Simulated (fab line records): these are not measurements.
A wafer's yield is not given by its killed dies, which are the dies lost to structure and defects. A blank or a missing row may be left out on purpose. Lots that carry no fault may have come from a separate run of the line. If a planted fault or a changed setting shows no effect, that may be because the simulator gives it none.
Chamber matching	flow gf180mcu	GF_CONTACT_CVD_02 on pecvd-03 has 3 sister chambers
The step deposits SiO2 from TEOS, target thk 860 nm, time 95.992 s. 6 wafers are shown with their chamber, then 7 later ones without.

== WAFERS, EACH WITH ITS CHAMBER ==
wafer	chamber	heater power w (W)
L380.1	1	771
L381.4	2	577
L381.5	0	844
L381.6	1	784
L387.1	0	812
L387.3	2	675

== WAFERS WITH NO CHAMBER GIVEN ==
wafer	heater power w (W)
L387.4	711
L391.1	568
L391.2	791
L391.6	696
L395.1	627
L395.2	715
L395.3	810

== THE CHAMBER EACH PASSED THROUGH ==
wafer	from the rows above	in truth
L387.4	can't be placed: 1 or 2 or 0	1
L391.1	2	2
L391.2	can't be placed: 1 or 0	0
L391.6	can't be placed: 2 or 1 or 0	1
L395.1	2	2
L395.2	can't be placed: 1 or 2 or 0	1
L395.3	can't be placed: 0 or 1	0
Correctly placed: 2 of 7. Can't be placed from these rows: 5 (the true chamber is among the candidates in 5). Number placed wrongly: 0.
How it was worked out, from the rows above alone: a wafer's distance from a chamber is the root of the sum, over the readings, of the square of ((its reading less the chamber's mean) divided by the reading's scatter). The wafer belongs to the nearest chamber; if the next one is less than 2 further off, it can't be placed. For every chamber, the mean is computed from those of its wafers that are shown. The scatter: take each reading less its chamber's mean, square it, sum over the shown wafers, divide by the number of wafers less the number of chambers, and take the root.
